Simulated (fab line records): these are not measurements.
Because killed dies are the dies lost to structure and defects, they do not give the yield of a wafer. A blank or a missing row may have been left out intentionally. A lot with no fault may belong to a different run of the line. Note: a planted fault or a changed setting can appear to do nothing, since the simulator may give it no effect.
fab line records	flow sfqLine
[record] lots = 5	wafers = 23
route steps=325 shown M1@65 I1@74 M2@92 I2@108 M3@123 I3@141
startH: hours from the record's first day to the start of the lot's first wafer shown	waitH: hours elapsed since this lot's preceding step	" repeats the value in the row above	L1.1+2: a single row standing in for several wafers	- either no value or no given start	* or withheld: withheld	< > ~ a bound
route shown NAME@n: names a module that has steps shown in the file, with the first one's number in the route	usual: average and standard deviation across the fault-free wafers	same: alike in all rows	chamber/n: place in a boat	sites: each site's reading	_std_site: their standard deviation	_edge_site: inner sites' mean taken away from outer sites' mean	radiusMm: for every site, how far away it sits from the centre of the wafer	mask NAME#n: copy n	behind: the tool/chamber that last shaped the wafer	hold: reason for holding the lot/hours on hold/outcome of the hold	device: the n, p or np transistor that did not switch	end of line: the same wafers' tests at the end of the route	a step given without rows: its recipe and nothing more	killed: dies lost to structure and defects at the first sort, not the wafer's yield	map: a wafer's dies, x killed, . not, _ none there
set.NAME: setting as actually run; set.NAME@STEP: the setting as run at that earlier step	model.NAME: the simulator's own value behind a step, which no gauge read
one table per step and one row per wafer, for lots whose settings were changed on purpose
[[steps]]
[step SFQ_TRILAYER_M1_LITHO_EXPOSE_040]
[recipe] maskId = M1	na = 0.6	sourceShape = conventional	sigmaOuter = 0.65	targetCdNm = 500	doseMj = 14.4
lot.wafer	tool	chamber	startH	waitH	mask	set.doseMj
L074.2+4+5	krfScanner-01	0	275.63	-	M1#0	14.4
L076.2+3	krfScanner-01	0	294.06	-	M1#0	13.91
L076.4+5+6	"	0	"	"	M1#0	14.4
L078.1+3	krfScanner-01	0	315.46	-	M1#0	13.37
L078.2+4+5	"	0	"	"	M1#0	14.4
L080.2+5	krfScanner-01	0	330.06	-	M1#0	14.4
L080.3+4+6	"	0	"	"	M1#0	13.61
L083.1+3+4	krfScanner-01	0	350.26	-	M1#0	15.07
L083.5+6	"	0	"	"	M1#0	14.4
[step SFQ_TRILAYER_M1_LITHO_PEB_042]
[recipe] pebTempC = 115	pebTimeS = 60	resist = KrF
[step SFQ_TRILAYER_M1_LITHO_DEVELOP_041]
[recipe] timeS = 60	resist = KrF
[step SFQ_TRILAYER_M1_BARC_OPEN_METAL_ETCH_054]
[recipe] maskMaterial = PR	chemistry = O2	targetDepthNm = 125	target = BARC	icpW = 600	biasW = 80	pressureMtorr = 10	timeS = 41.7
lot.wafer	tool	chamber	startH	waitH	set.doseMj@TRILAYER_M1_LITHO_EXPOSE_040	model.M1.cdNm
L074.2	rieMetal-01	0	276.97	0.0	14.4	500.6
L074.4	"	0	"	"	14.4	500.2
L074.5	"	1	"	"	14.4	500.7
L076.2	rieMetal-03	0	295.39	0.0	13.91	507.6
L076.3	"	1	"	"	13.91	506.6
L076.4	"	0	"	"	14.4	501.5
L076.5	"	0	"	"	14.4	502.5
L076.6	"	1	"	"	14.4	501.1
L078.1	rieMetal-04	0	316.99	0.0	13.37	510.9
L078.2+5	"	1,0	"	"	14.4	500.4
L078.3	"	0	"	"	13.37	511.5
L078.4	"	1	"	"	14.4	498.8
L080.2	rieMetal-03	1	331.39	0.0	14.4	498.8
L080.3	"	1	"	"	13.61	507.3
L080.4	"	0	"	"	13.61	510.6
L080.5	"	0	"	"	14.4	499.6
L080.6	"	1	"	"	13.61	508.5
L083.1	rieMetal-04	0	351.79	0.0	15.07	492.3
L083.3	"	1	"	"	15.07	492.8
L083.4	"	0	"	"	15.07	492.9
L083.5	"	1	"	"	14.4	499.9
L083.6	"	0	"	"	14.4	499
[step SFQ_TRILAYER_M1_ETCH_METAL_ETCH_042]
[recipe] target = Nb	stopOn = SiO2	maskMaterial = PR	chemistry = Cl2/Ar	targetDepthNm = 240	icpW = 600	biasW = 80	pressureMtorr = 10	timeS = 120
[usual] oesProductAu = 0.894/0.0062
lot.wafer	tool	chamber	startH	waitH	set.timeS@TRILAYER_M1_DEP_SPUTTER_037	set.doseMj@TRILAYER_M1_LITHO_EXPOSE_040	oesProductAu	model.M1.cdNm
L074.2	rieMetal-01	0	277.03	0.0	133.3	14.4	0.897	500.1
L074.4	"	0	"	"	133.3	14.4	0.897	500.1
L074.5	"	1	"	"	133.3	14.4	0.894	502.9
L076.2	rieMetal-03	0	295.45	0.0	150.1	13.91	0.960	508.1
L076.3	"	1	"	"	133.3	13.91	0.899	504.7
L076.4	"	0	"	"	133.3	14.4	0.891	502.6
L076.5	"	0	"	"	133.3	14.4	0.901	502.5
L076.6	"	1	"	"	150.1	14.4	0.956	498.2
L078.1	rieMetal-04	0	317.05	0.0	133.3	13.37	0.895	514.3
L078.2	"	1	"	"	133.3	14.4	0.894	499
L078.3	"	0	"	"	133.3	13.37	0.896	514
L078.4	"	1	"	"	133.3	14.4	0.896	497.5
L078.5	"	0	"	"	133.3	14.4	0.895	502.3
L080.2	rieMetal-03	1	331.45	0.0	113.9	14.4	0.822	496.5
L080.3	"	1	"	"	133.3	13.61	0.896	505.1
L080.4	"	0	"	"	133.3	13.61	0.901	509.6
L080.5	"	0	"	"	133.3	14.4	0.905	498.4
L080.6	"	1	"	"	113.9	13.61	0.824	506.3
L083.1	rieMetal-04	0	351.85	0.0	133.3	15.07	0.895	493.8
L083.3	"	1	"	"	144	15.07	0.939	488.3
L083.4	"	0	"	"	133.3	15.07	0.891	493.7
L083.5	"	1	"	"	144	14.4	0.927	495.3
L083.6	"	0	"	"	133.3	14.4	0.893	500.7
[step SFQ_TRILAYER_I1_CMP_CMP_046]
[recipe] material = SiO2	downForcePsi = 3	platenRpm = 60	padVelocityMS = 0.94248
lot.wafer	tool	chamber	startH	waitH	set.leaveAboveRefNm	model.SiO2_of_TRILAYER_I1_DEP_PECVD_045.thkNm
L074.2	cmp-02	0	279.69	1.7	200	198
L074.4	"	2	280.69	2.7	200	199.6
L074.5	"	3	"	"	200	199.5
L076.4	cmp-02	1	300.19	3.8	200	201
L076.2	"	2	"	"	200	201.4
L076.3	"	0	301.69	5.3	200	200.8
L076.6	"	1	"	"	200	200.5
L076.5	"	2	"	"	200	201.8
L078.3	cmp-02	0	319.23	1.2	205.9	206.6
L078.1	"	1	"	"	200	200.5
L078.4	"	2	"	"	200	202.1
L078.2	"	3	"	"	200	200.4
L078.5	"	0	"	"	205.9	206.7
L080.2	cmp-01	2	332.93	0.5	200	199.7
L080.4	"	3	"	"	200	199.4
L080.3	"	0	"	"	212.2	208.9
L080.5	"	1	"	"	212.2	212
L080.6	"	2	"	"	212.2	212.7
L083.3	cmp-01	2	354.03	1.2	200	200.3
L083.4	"	3	"	"	192.9	191.8
L083.1	"	0	"	"	200	197.2
L083.6	"	2	356.03	3.2	192.9	193.2
L083.5	"	3	"	"	192.9	191.7
[step SFQ_TRILAYER_I1_METRO_MEASURE_047]
[usual] thkNm = 199.8/1.1
lot.wafer	tool	chamber	startH	waitH	set.leaveAboveRefNm@TRILAYER_I1_CMP_CMP_046	thkNm
L074.2	filmMetro-03	-	282.51	0.3	200	197.8
L074.4	"	-	"	"	200	199.7
L074.5	"	-	"	"	200	199.5
L076.2	filmMetro-01	-	303.51	0.3	200	201.4
L076.3	"	-	"	"	200	200.7
L076.4	"	-	"	"	200	201.1
L076.5	"	-	"	"	200	201.8
L076.6	"	-	"	"	200	200.4
L078.1	filmMetro-01	-	322.35	0.1	200	200.5
L078.2	"	-	"	"	200	200.4
L078.3	"	-	"	"	205.9	206.6
L078.4	"	-	"	"	200	202.0
L078.5	"	-	"	"	205.9	206.6
L080.2	filmMetro-03	-	335.75	0.3	200	199.9
L080.3	"	-	"	"	212.2	209.1
L080.4	"	-	"	"	200	199.4
L080.5	"	-	"	"	212.2	211.8
L080.6	"	-	"	"	212.2	212.7
L083.1	filmMetro-03	-	357.20	0.1	200	197.3
L083.3	"	-	"	"	200	200.4
L083.4	"	-	"	"	192.9	191.8
L083.5	"	-	"	"	192.9	192.0
L083.6	"	-	"	"	192.9	193.2
[step SFQ_TRILAYER_I1_VIA_LITHO_COAT_049]
[recipe] resist = KrF	spinRpm = 3000	resistThkNm = 650
lot.wafer	tool	chamber	startH	waitH	set.resistThkNm	model.KrF_of_TRILAYER_I1_VIA_LITHO_COAT_049.thkNm
L074.2	lithoTrack-01	0	283.86	0.2	650	650.1
L074.4	"	0	"	"	650	647.2
L074.5	"	0	"	"	650	648.8
L076.2+5	lithoTrack-01	0	304.86	0.2	650	653
L076.3	"	0	"	"	639.6	644
L076.4	"	0	"	"	650	652.1
L076.6	"	0	"	"	639.6	643.4
L078.1	lithoTrack-01	0	324.06	0.2	650	651.9
L078.2	"	0	"	"	650	652.1
L078.3	"	0	"	"	637.1	638.3
L078.4	"	0	"	"	637.1	638
L078.5	"	0	"	"	650	653.8
L080.2	lithoTrack-03	0	337.43	0.2	650	652.1
L080.3	"	0	"	"	661.1	664.6
L080.4	"	0	"	"	661.1	662.5
L080.5	"	0	"	"	650	652.2
L080.6	"	0	"	"	650	652
L083.1	lithoTrack-01	0	358.70	0.2	650	648.5
L083.3	"	0	"	"	661	660.6
L083.4	"	0	"	"	650	648.8
L083.5	"	0	"	"	661	660.3
L083.6	"	0	"	"	661	659.1
[step SFQ_TRILAYER_I1_VIA_BARC_OPEN_VIA_ETCH_071]
[recipe] maskMaterial = PR	chemistry = O2	targetDepthNm = 125	target = BARC	sourceW = 500	biasW = 80	pressureMtorr = 30	timeS = 41.7
lot.wafer	tool	chamber	startH	waitH	set.biasW	set.resistThkNm@TRILAYER_I1_VIA_LITHO_COAT_049	model.KrF_of_TRILAYER_I1_VIA_LITHO_COAT_049.thkNm
L074.2	rieDiel-01	3	330.19	0.0	80	650	574.3
L074.4	"	1	"	"	80	650	570.7
L074.5	"	3	"	"	80	650	572.7
L076.2	rieDiel-01	0	354.19	0.0	80	650	575.9
L076.3	"	3	"	"	80	639.6	568.4
L076.4	"	1	"	"	88.22	650	573.9
L076.5	"	0	"	"	88.22	650	574.8
L076.6	"	3	"	"	80	639.6	567.9
L078.1	rieDiel-01	0	376.14	0.0	80	650	574.1
L078.2	"	3	"	"	76.72	650	576.4
L078.3	"	1	"	"	76.72	637.1	561.9
L078.4	"	1	"	"	76.72	637.1	561.8
L078.5	"	3	"	"	80	650	578
L080.2	rieDiel-03	0	389.14	0.0	80	650	576.1
L080.3	"	2	"	"	80	661.1	588
L080.4	"	1	"	"	74.32	661.1	587.4
L080.5	"	0	"	"	74.32	650	577.4
L080.6	"	3	"	"	80	650	575.5
L083.1	rieDiel-04	2	414.44	0.0	80	650	571.1
L083.3	"	1	"	"	73.9	661	583.5
L083.4	"	0	"	"	73.9	650	572.7
L083.5	"	1	"	"	80	661	581.6
L083.6	"	2	"	"	73.9	661	583.2
[step SFQ_TRILAYER_I1_VIA_ETCH_VIA_ETCH_052]
[recipe] target = SiO2	stopOn = Nb	maskMaterial = PR	taperDeg = 20	chemistry = CHF3	targetDepthNm = 260	sourceW = 500	biasW = 80	pressureMtorr = 30	timeS = withheld
lot.wafer	tool	chamber	startH	waitH	set.leaveAboveRefNm@TRILAYER_I1_CMP_CMP_046	set.resistThkNm@TRILAYER_I1_VIA_LITHO_COAT_049	set.biasW@TRILAYER_I1_VIA_BARC_OPEN_VIA_ETCH_071	model.etch.depthNm	model.I1.featureDepthNm	model.KrF_of_TRILAYER_I1_VIA_LITHO_COAT_049.thkNm
L074.2	rieDiel-01	3	330.23	0.0	200	650	80	198	198	531.3
L074.4	"	1	"	"	200	650	80	199.6	199.6	527.4
L074.5	"	3	"	"	200	650	80	199.5	199.5	529.8
L076.2	rieDiel-01	0	354.23	0.0	200	650	80	-	201.4	532.4
L076.3	"	3	"	"	200	639.6	80	200.8	200.8	525.4
L076.4	"	1	"	"	200	650	88.22	-	201	530.2
L076.5	"	0	"	"	200	650	88.22	-	201.7	530.9
L076.6	"	3	"	"	200	639.6	80	-	200.5	524.7
L078.1	rieDiel-01	0	376.18	0.0	200	650	80	200.5	200.5	529.2
L078.2	"	3	"	"	200	650	76.72	-	200.4	533.3
L078.3	"	1	"	"	205.9	637.1	76.72	-	206.6	518.3
L078.4	"	1	"	"	200	637.1	76.72	202.1	202.1	517.8
L078.5	"	3	"	"	205.9	650	80	-	206.7	534.8
L080.2	rieDiel-03	0	389.18	0.0	200	650	80	-	199.7	532.4
L080.3	"	2	"	"	212.2	661.1	80	208.9	208.9	543.8
L080.4	"	1	"	"	200	661.1	74.32	199.4	199.4	543.2
L080.5	"	0	"	"	212.2	650	74.32	212	212	533.5
L080.6	"	3	"	"	212.2	650	80	-	212.7	530.9
L083.1	rieDiel-04	2	414.48	0.0	200	650	80	197.2	197.2	525.8
L083.3	"	1	"	"	200	661	73.9	-	200.3	537.9
L083.4	"	0	"	"	192.9	650	73.9	-	191.8	527.7
L083.5	"	1	"	"	192.9	661	80	-	191.7	535.9
L083.6	"	2	"	"	192.9	661	73.9	193.2	193.2	538.4
[step SFQ_TRILAYER_M2_LITHO_COAT_062]
[recipe] resist = BARC	spinRpm = 3000	resistThkNm = 62
lot.wafer	tool	chamber	startH	waitH	set.resistThkNm	model.BARC_of_TRILAYER_M2_LITHO_COAT_062.thkNm
L074.2	lithoTrack-01	0	331.47	0.1	62	62.29
L074.4	"	0	"	"	62	62.31
L074.5	"	0	"	"	62	62.27
L076.2	lithoTrack-01	0	355.47	0.1	59.86	60.06
L076.3	"	0	"	"	59.86	59.72
L076.4	"	0	"	"	59.86	59.73
L076.5+6	"	0	"	"	62	62.11
L078.1	lithoTrack-01	0	377.37	0.1	59.92	60.12
L078.2	"	0	"	"	62	62.15
L078.3	"	0	"	"	59.92	59.95
L078.4	"	0	"	"	62	62.03
L078.5	"	0	"	"	59.92	60.04
L080.2	lithoTrack-01	0	390.42	0.1	60.03	60.17
L080.3	"	0	"	"	60.03	60.41
L080.4+6	"	0	"	"	62	62.11
L080.5	"	0	"	"	62	62.24
L083.1	lithoTrack-01	0	415.67	0.1	63.26	63.21
L083.3	"	0	"	"	62	62.25
L083.4	"	0	"	"	63.26	63.4
L083.5	"	0	"	"	63.26	63.3
L083.6	"	0	"	"	62	62.39
[step SFQ_TRILAYER_M2_LITHO_COAT_057]
[recipe] resist = KrF	spinRpm = 3000	resistThkNm = 600
[step SFQ_TRILAYER_M2_LITHO_SOFTBAKE_061]
[recipe] tempC = withheld	timeS = withheld	resist = KrF
[step SFQ_TRILAYER_M2_LITHO_DEVELOP_059]
[recipe] timeS = 60	resist = KrF
[step SFQ_TRILAYER_M2_BARC_OPEN_METAL_ETCH_077]
[recipe] maskMaterial = PR	chemistry = O2	targetDepthNm = 125	target = BARC	icpW = 600	biasW = 80	pressureMtorr = 10	timeS = 41.7
lot.wafer	tool	chamber	startH	waitH	set.resistThkNm@TRILAYER_M2_LITHO_COAT_062	model.etch.depthNm
L074.2	rieMetal-04	0	382.14	0.0	62	62.29
L074.4	"	1	"	"	62	62.31
L074.5	"	0	"	"	62	62.27
L076.2+4	rieMetal-04	0	410.86	0.0	59.86	-
L076.3	"	0	"	"	59.86	59.72
L076.5+6	"	0	"	"	62	-
L078.1	rieMetal-01	1	430.04	0.0	59.92	60.12
L078.2	"	0	"	"	62	-
L078.3+5	"	1	"	"	59.92	-
L078.4	"	0	"	"	62	62.03
L080.2	rieMetal-02	0	443.24	0.0	60.03	-
L080.3	"	0	"	"	60.03	60.41
L080.4	"	1	"	"	62	62.11
L080.5	"	0	"	"	62	62.24
L080.6	"	1	"	"	62	-
L083.1	rieMetal-01	1	468.44	0.0	63.26	63.21
L083.3	"	1	"	"	62	-
L083.4+5	"	0,1	"	"	63.26	-
L083.6	"	0	"	"	62	62.39
[step SFQ_TRILAYER_M2_ETCH_METAL_ETCH_060]
[recipe] target = Nb	stopOn = SiO2	maskMaterial = PR	chemistry = Cl2/Ar	targetDepthNm = 240	icpW = 600	biasW = 80	pressureMtorr = 10	timeS = 120
lot.wafer	tool	chamber	startH	waitH	set.icpW	model.KrF_of_TRILAYER_M2_LITHO_COAT_057.thkNm
L074.2	rieMetal-04	0	382.20	0.0	600	384.6
L074.4	"	1	"	"	600	388.2
L074.5	"	0	"	"	600	383.4
L076.2	rieMetal-04	0	411.01	0.1	600	384.5
L076.3	"	0	"	"	579.9	388.3
L076.4	"	0	"	"	600	385.4
L076.5	"	0	"	"	579.9	388.2
L076.6	"	0	"	"	600	383.1
L078.1	rieMetal-01	1	430.10	0.0	600	381.7
L078.2	"	0	"	"	529.7	397
L078.3	"	1	"	"	600	381.2
L078.4	"	0	"	"	600	381.4
L078.5	"	1	"	"	529.7	394.4
L080.2	rieMetal-02	0	443.30	0.0	600	384.8
L080.3	"	0	"	"	600	384.5
L080.4	"	1	"	"	553.1	398.6
L080.5	"	0	"	"	600	385.5
L080.6	"	1	"	"	553.1	398.1
L083.1	rieMetal-01	1	468.50	0.0	600	376.8
L083.3	"	1	"	"	600	375.8
L083.4	"	0	"	"	600	381.1
L083.5	"	1	"	"	600	377.3
L083.6	"	0	"	"	600	385.3
[step SFQ_TRILAYER_I2_VIA_LITHO_COAT_067]
[recipe] resist = KrF	spinRpm = 3000	resistThkNm = 650
lot.wafer	tool	chamber	startH	waitH	set.spinRpm	model.KrF_of_TRILAYER_I2_VIA_LITHO_COAT_067.thkNm
L074.2	lithoTrack-01	0	389.09	0.2	3000	650.3
L074.4	"	0	"	"	3000	648.2
L074.5	"	0	"	"	3000	649.7
L076.2	lithoTrack-03	0	420.28	0.2	3000	650
L076.3	"	0	"	"	3000	651.1
L076.4	"	0	"	"	2795	675.3
L076.5	"	0	"	"	2795	672.8
L076.6	"	0	"	"	2795	675.6
L078.1	lithoTrack-03	0	436.43	0.2	3209	627.9
L078.2	"	0	"	"	3000	651
L078.3	"	0	"	"	3000	650.7
L078.4	"	0	"	"	3209	628.9
L078.5	"	0	"	"	3000	651.9
L080.2	lithoTrack-03	0	449.79	0.2	2840	666.2
L080.3	"	0	"	"	3000	647.1
L080.4	"	0	"	"	3000	648.7
L080.5	"	0	"	"	3000	647.2
L080.6	"	0	"	"	2840	665.8
L083.1	lithoTrack-04	0	474.10	0.2	3000	653.5
L083.3	"	0	"	"	3000	650.1
L083.4	"	0	"	"	3000	650.7
L083.5	"	0	"	"	3000	651.6
L083.6	"	0	"	"	3000	651.5
[step SFQ_TRILAYER_M3_LITHO_COAT_075]
[recipe] resist = KrF	spinRpm = 3000	resistThkNm = 600
lot.wafer	tool	chamber	startH	waitH	set.resistThkNm	model.KrF_of_TRILAYER_M3_LITHO_COAT_075.thkNm
L074.2	lithoTrack-02	0	509.76	0.2	600	598.5
L074.4	"	0	"	"	600	597.9
L074.5	"	0	"	"	600	599.8
L076.2	lithoTrack-04	0	546.72	0.2	600	600.2
L076.3	"	0	"	"	576.8	575.5
L076.4	"	0	"	"	576.8	576.5
L076.5	"	0	"	"	600	598.9
L076.6	"	0	"	"	600	598.5
L078.1	lithoTrack-02	0	565.87	0.2	570.2	570.9
L078.2	"	0	"	"	570.2	570.6
L078.3	"	0	"	"	600	600.1
L078.4	"	0	"	"	570.2	570.5
L078.5	"	0	"	"	600	601.3
L080.2	lithoTrack-04	0	579.14	0.2	611.3	612.2
L080.3	"	0	"	"	600	601.2
L080.4	"	0	"	"	611.3	611.8
L080.5	"	0	"	"	600	601
L080.6	"	0	"	"	611.3	613.1
L083.1	lithoTrack-02	0	605.02	0.2	633.8	635.5
L083.3	"	0	"	"	633.8	634.7
L083.4	"	0	"	"	600	602.7
L083.5	"	0	"	"	600	602.1
L083.6	"	0	"	"	600	601.6
[step SFQ_TRILAYER_I3_VIA_LITHO_PEB_088]
[recipe] pebTempC = 115	pebTimeS = 60	resist = KrF
lot.wafer	tool	chamber	startH	waitH	set.pebTempC
L074.2+4+5	lithoTrack-02	0	635.39	0.8	115
L076.2+6	lithoTrack-02	0	679.90	0.8	113.5
L076.3+4+5	"	0	"	"	115
L078.1+2+3+4+5	lithoTrack-02	0	704.63	1.0	115
L080.2+3	lithoTrack-02	0	717.85	0.8	116.8
L080.4+5+6	"	0	"	"	115
L083.1+3+4+5+6	lithoTrack-01	0	735.63	1.0	115
[step SFQ_TRILAYER_I3_VIA_BARC_OPEN_VIA_ETCH_121]
[recipe] maskMaterial = PR	chemistry = O2	targetDepthNm = 125	target = BARC	sourceW = 500	biasW = 80	pressureMtorr = 30	timeS = 41.7
lot.wafer	tool	chamber	startH	waitH	set.pressureMtorr	set.pebTempC@TRILAYER_I3_VIA_LITHO_PEB_088	model.I3.cdNm
L074.2+4+5	rieDiel-01	3,0,1	635.70	0.0	30	115	500.4
L076.2	rieDiel-04	1	680.21	0.0	27.16	113.5	475
L076.3	"	0	"	"	27.16	115	501.6
L076.4	"	2	"	"	27.16	115	501.2
L076.5	"	0	"	"	27.16	115	501
L076.6	"	1	"	"	27.16	113.5	475.5
L078.1	rieDiel-01	0	704.96	0.0	32.17	115	498.8
L078.2	"	1	"	"	32.17	115	497.5
L078.3	"	2	"	"	32.17	115	498.3
L078.4+5	"	3	"	"	32.17	115	497.8
L080.2	rieDiel-01	0	718.16	0.0	30	116.8	529.3
L080.3	"	3	"	"	30	116.8	528.6
L080.4	"	2	"	"	30	115	497
L080.5	"	0	"	"	30	115	498.2
L080.6	"	1	"	"	30	115	498.8
L083.1	rieDiel-02	0	735.96	0.0	34.45	115	497.6
L083.3	"	1	"	"	34.45	115	496
L083.4	"	3	"	"	34.45	115	500
L083.5	"	3	"	"	34.45	115	499.2
L083.6	"	2	"	"	34.45	115	497.1
[step SFQ_TRILAYER_I3_VIA_ETCH_VIA_ETCH_088]
[recipe] target = SiO2	stopOn = Nb	maskMaterial = PR	taperDeg = 20	chemistry = CHF3	targetDepthNm = 260	sourceW = 500	biasW = 80	pressureMtorr = 30	timeS = withheld
lot.wafer	tool	chamber	startH	waitH	set.pebTempC@TRILAYER_I3_VIA_LITHO_PEB_088	model.I3.cdNm
L074.2	rieDiel-01	3	635.74	0.0	115	500.1
L074.4	"	0	"	"	115	502.8
L074.5	"	1	"	"	115	499.5
L076.2	rieDiel-04	1	680.25	0.0	113.5	473.3
L076.3	"	0	"	"	115	503.5
L076.4	"	2	"	"	115	502.9
L076.5	"	0	"	"	115	502.1
L076.6	"	1	"	"	113.5	474.5
L078.1	rieDiel-01	0	705.00	0.0	115	501
L078.2	"	1	"	"	115	496.4
L078.3	"	2	"	"	115	495.9
L078.4	"	3	"	"	115	499.5
L078.5	"	3	"	"	115	498.5
L080.2	rieDiel-01	0	718.20	0.0	116.8	530.4
L080.3	"	3	"	"	116.8	529.1
L080.4	"	2	"	"	115	494.5
L080.5	"	0	"	"	115	500.6
L080.6	"	1	"	"	115	498.7
L083.1+5	rieDiel-02	0,3	736.00	0.0	115	497.9
L083.3	"	1	"	"	115	497
L083.4	"	3	"	"	115	498
L083.6	"	2	"	"	115	497.7
[[key]]
[split] step = SFQ_TRILAYER_M1_LITHO_EXPOSE_040	setting = doseMj	stated = 14.4	by = wafer
[response] step = SFQ_TRILAYER_M1_BARC_OPEN_METAL_ETCH_054	reading = model.M1.cdNm	change = -1.6	per = 1%	r = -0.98
[response] step = SFQ_TRILAYER_M1_ETCH_METAL_ETCH_042	reading = model.M1.cdNm	change = -1.77	per = 1%	r = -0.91
[split] step = SFQ_TRILAYER_I1_CMP_CMP_046	setting = leaveAboveRefNm	stated = 200	by = wafer
[response] step = SFQ_TRILAYER_I1_CMP_CMP_046	reading = model.SiO2_of_TRILAYER_I1_DEP_PECVD_045.thkNm	change = +1.89	per = 1%	r = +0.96
[response] step = SFQ_TRILAYER_I1_METRO_MEASURE_047	reading = thkNm	change = +1.89	per = 1%	r = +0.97
[response] step = SFQ_TRILAYER_I1_VIA_ETCH_VIA_ETCH_052	reading = model.etch.depthNm	change = +1.67	per = 1%	r = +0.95
[response] step = SFQ_TRILAYER_I1_VIA_ETCH_VIA_ETCH_052	reading = model.I1.featureDepthNm	change = +1.89	per = 1%	r = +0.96
[split] step = SFQ_TRILAYER_I1_VIA_LITHO_COAT_049	setting = resistThkNm	stated = 650	by = wafer
[response] step = SFQ_TRILAYER_I1_VIA_LITHO_COAT_049	reading = model.KrF_of_TRILAYER_I1_VIA_LITHO_COAT_049.thkNm	change = +6.66	per = 1%	r = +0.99
[response] step = SFQ_TRILAYER_I1_VIA_BARC_OPEN_VIA_ETCH_071	reading = model.KrF_of_TRILAYER_I1_VIA_LITHO_COAT_049.thkNm	change = +6.26	per = 1%	r = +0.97
[response] step = SFQ_TRILAYER_I1_VIA_ETCH_VIA_ETCH_052	reading = model.KrF_of_TRILAYER_I1_VIA_LITHO_COAT_049.thkNm	change = +6.17	per = 1%	r = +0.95
[split] step = SFQ_TRILAYER_I1_VIA_BARC_OPEN_VIA_ETCH_071	setting = biasW	stated = 80	by = wafer
[response] step = SFQ_TRILAYER_I1_VIA_ETCH_VIA_ETCH_052	reading = model.etch.depthNm	slope = -0.421	per = 1%	togetherWith = leaveAboveRefNm@TRILAYER_I1_CMP_CMP_046	explained = 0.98
[split] step = SFQ_TRILAYER_M2_LITHO_COAT_062	setting = resistThkNm	stated = 62	by = wafer
[response] step = SFQ_TRILAYER_M2_LITHO_COAT_062	reading = model.BARC_of_TRILAYER_M2_LITHO_COAT_062.thkNm	change = +0.606	per = 1%	r = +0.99
[response] step = SFQ_TRILAYER_M2_BARC_OPEN_METAL_ETCH_077	reading = model.etch.depthNm	change = +0.538	per = 1%	r = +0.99
[split] step = SFQ_TRILAYER_M2_ETCH_METAL_ETCH_060	setting = icpW	stated = 600	by = wafer
[response] step = SFQ_TRILAYER_M2_ETCH_METAL_ETCH_060	reading = model.KrF_of_TRILAYER_M2_LITHO_COAT_057.thkNm	change = -1.36	per = 1%	r = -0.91
[split] step = SFQ_TRILAYER_I2_VIA_LITHO_COAT_067	setting = spinRpm	stated = 3000	by = wafer
[response] step = SFQ_TRILAYER_I2_VIA_LITHO_COAT_067	reading = model.KrF_of_TRILAYER_I2_VIA_LITHO_COAT_067.thkNm	change = -3.41	per = 1%	r = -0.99
[split] step = SFQ_TRILAYER_M3_LITHO_COAT_075	setting = resistThkNm	stated = 600	by = wafer
[response] step = SFQ_TRILAYER_M3_LITHO_COAT_075	reading = model.KrF_of_TRILAYER_M3_LITHO_COAT_075.thkNm	change = +5.96	per = 1%	r = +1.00
[split] step = SFQ_TRILAYER_I3_VIA_LITHO_PEB_088	setting = pebTempC	stated = 115	by = wafer
[response] step = SFQ_TRILAYER_I3_VIA_BARC_OPEN_VIA_ETCH_121	reading = model.I3.cdNm	change = +19.9	per = 1%	r = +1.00
[response] step = SFQ_TRILAYER_I3_VIA_ETCH_VIA_ETCH_088	reading = model.I3.cdNm	change = +21.1	per = 1%	r = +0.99
[split] step = SFQ_TRILAYER_I3_VIA_BARC_OPEN_VIA_ETCH_121	setting = pressureMtorr	stated = 30	by = lot
response none clear
split outsideThisFile step=SFQ_TRILAYER_M1_DEP_SPUTTER_037 setting=timeS
// split outsideThisFile: this setting was split too, and the file shows its column; the key of that split is in another file
